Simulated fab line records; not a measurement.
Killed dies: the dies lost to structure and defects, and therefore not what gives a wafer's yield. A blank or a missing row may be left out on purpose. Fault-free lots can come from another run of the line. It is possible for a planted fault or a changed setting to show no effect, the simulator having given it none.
One fault through the eyes of 2 desks | flow gf180mcu | only its own numbers are on each desk; what lay behind them is given at the end

## AT THE METROLOGY DESK
Lot by lot, what the gauges showed, no matter which tool ran the lot: averages of those sampled wafers that carry a number. Marked OUT: a lot whose mean sits more than 4 standard deviations from the usual mean, which makes it out of limits; the brackets give that distance.
Columns: A = STI_OXIDATION_02_THK at GF_STI_THK_MEAS_30, usual 10.29 nm; B = HV_LDD_03_OVL at GF_HV_LDD_OVL_MEAS_47, usual -0.2 nm; C = HV_LDD_4_TW at GF_HV_LDD_TW_MEAS_50, usual 569
lot  | first seen here | A     | B    | C
L635 | day 2 10:30     | 10.28 | -1.4 | 564
L636 | day 2 16:14     | 10.58 | 0.5  | 563
L638 | day 3 02:50     | 10.04 | -2.6 | 579
L639 | day 3 04:14     | 10.39 | -0.7 | 563
L641 | day 3 15:20     | 10.45 | 1.8  | 581
L643 | day 4 03:18     | 10.46 | -1.7 | 565
L644 | day 4 04:46     | 10.14 | -0.4 | 577
L645 | day 4 10:20     | 10.05 | 0.4  | 564
L646 | day 4 15:31     | 10.02 | -0.1 | 579
L649 | day 5 06:58     | 10.51 | 1.2  | 564
L650 | day 5 10:41     | 10.15 | 1.3  | 559
L655 | day 6 12:46     | 10.31 | 0.8  | 563
L656 | day 6 18:09     | 10.21 | -0.1 | 576
L657 | day 6 23:52     | 10.41 | -0.4 | 562
This desk's finding: nothing out of limits on any of the 14 lots.

## DESK OF THE TOOL OWNER: litho-track-01
Per lot that ran on this tool, the mean of the sampled wafers carrying a number, from the tool's own readings at GF_VT_IMPLANT_SOFTBAKE_14 (time 60 s). Marked OUT: a lot whose mean sits more than 4 standard deviations from the usual mean, which makes it out of limits; the brackets give that distance.
Columns: A = heater-power-total-W at GF_VT_IMPLANT_SOFTBAKE_14, usual 56.60 W; B = run-length-s at GF_VT_IMPLANT_SOFTBAKE_14, usual 89.17 s
lot  | first seen here | A               | B
L636 | day 6 09:59     | 56.60           | 88.92
L638 | day 6 20:49     | 56.60           | 88.88
L645 | day 8 12:23     | 56.63           | 88.97
L646 | day 8 18:29     | 56.59           | 88.97
L649 | day 9 14:07     | 60.05 (+73) OUT | 78.67 (-39) OUT
L650 | day 9 19:02     | 60.02 (+73) OUT | 78.73 (-39) OUT
This desk's verdict: out of limits on L649, L650, starting with L649 at day 9 14:07 (heater-power-total-W at GF_VT_IMPLANT_SOFTBAKE_14). In limits: L636, L638, L645, L646.

## BROUGHT TOGETHER
On L649, L650, at day 9 14:07, an alarm was possible from the tool owner's desk.
The metrology desk saw nothing out of limits.
The metrology desk holds a record of L649, L650, inside its limits.
All the named lots went through GF_VT_IMPLANT_SOFTBAKE_14 on litho-track-01.

## WHAT THE SIMULATOR PUT IN
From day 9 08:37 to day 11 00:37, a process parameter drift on litho-track-01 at GF_VT_IMPLANT_SOFTBAKE_14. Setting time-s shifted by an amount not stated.
Lots struck among those shown: L649, L650.
Delay in hours, fault start to first out-of-limits reading, by desk: the tool owner's desk at 6.
